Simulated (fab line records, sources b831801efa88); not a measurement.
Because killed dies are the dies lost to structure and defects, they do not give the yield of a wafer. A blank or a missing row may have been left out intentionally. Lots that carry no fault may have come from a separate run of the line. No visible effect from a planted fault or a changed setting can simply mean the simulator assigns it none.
The tool behind it: which one? | flow gf180mcu | 14 lots with 42 wafers sampled at 2 steps, on a route of 602 steps

== WHAT THE GAUGES SHOWED, per wafer ==
GF_V1_CD_MEAS_14: target cd 260 nm.
lot  | measured     | on        | cd nm (nm)
L858 | day 18 09:11 | cd sem-01 | 260.0 259.0 259.5
L859 | day 18 12:54 | cd sem-01 | 259.0 259.6 258.9
L860 | day 19 01:45 | cd sem-01 | 260.6 259.4 259.5
L861 | day 19 06:42 | cd sem-01 | 262.6 261.3 262.4
L862 | day 19 14:59 | cd sem-02 | 259.4 259.2 260.8
L863 | day 20 01:15 | cd sem-01 | 259.7 260.8 259.5
L864 | day 20 10:35 | cd sem-01 | 260.4 260.4 259.6
L868 | day 21 23:43 | cd sem-01 | 260.9 260.0 260.7
L874 | day 24 06:02 | cd sem-01 | 260.2 260.1 260.0
L875 | day 24 10:07 | cd sem-01 | 259.7 260.7 260.5
L876 | day 24 16:29 | cd sem-01 | 259.5 259.6 259.7
L878 | day 25 07:09 | cd sem-01 | 258.3 258.0 257.8
L880 | day 25 21:59 | cd sem-02 | 260.3 261.5 260.3
L881 | day 26 02:42 | cd sem-01 | 260.5 260.2 260.0

GF_V1_OVL_MEAS_15.
lot  | measured     | on         | V1_OVL (nm)
L858 | day 18 09:17 | overlay-01 | 3 -7 11
L859 | day 18 13:01 | overlay-02 | 2 4 2
L860 | day 19 01:52 | overlay-01 | 2 -3 6
L861 | day 19 06:49 | overlay-02 | -4 0 9
L862 | day 19 15:06 | overlay-02 | 5 -6 -5
L863 | day 20 01:22 | overlay-02 | 6 11 6
L864 | day 20 10:42 | overlay-01 | -1 4 7
L868 | day 21 23:47 | overlay-01 | -13 2 -10
L874 | day 24 06:09 | overlay-01 | 2 6 12
L875 | day 24 10:12 | overlay-01 | 1 3 5
L876 | day 24 16:35 | overlay-02 | 6 -8 -3
L878 | day 25 07:16 | overlay-02 | 8 1 -1
L880 | day 25 22:05 | overlay-02 | -2 -3 -3
L881 | day 26 02:49 | overlay-02 | 8 5 4

== WHAT TOOL EACH LOT RAN ON (gives the tool, then ch and the chambers of the sampled wafers, and finally the start) ==
The record holds no process step before these readings.

== AS READ BY THE TOOLS THEMSELVES (means over the sampled wafers that have a number; for cases with no such wafer, the mark the record gives instead) ==
The record holds no such reading with a usual standard deviation.

== THE ANSWER, worked out from the rows above alone ==
Rule: the lots themselves supply what counts as usual. The widest of any qualifying gaps counts: lots, ordered by their means at a reading, are off when they make up no more than a third of the lots, leave a main group of 4 or more, and stand apart from it by 3 or more times the standard deviation of that group's means. A main group is skipped when, at the precision printed for the reading in the tables above, its means are all equal. A lot without any number at a reading at which 4 lots or more have one is off too. All remaining lots with rows at the step are treated as sound. The gauges are gone through in route order, then the tools' own readings, and for those a lot's mean is taken as printed above. At the first step where some lot is off, the reading lying furthest off is the one used; lots without a number count as furthest.
None of the lots is off at any reading shown; this tells nothing.

== WHAT THE SIMULATOR PUT IN ==
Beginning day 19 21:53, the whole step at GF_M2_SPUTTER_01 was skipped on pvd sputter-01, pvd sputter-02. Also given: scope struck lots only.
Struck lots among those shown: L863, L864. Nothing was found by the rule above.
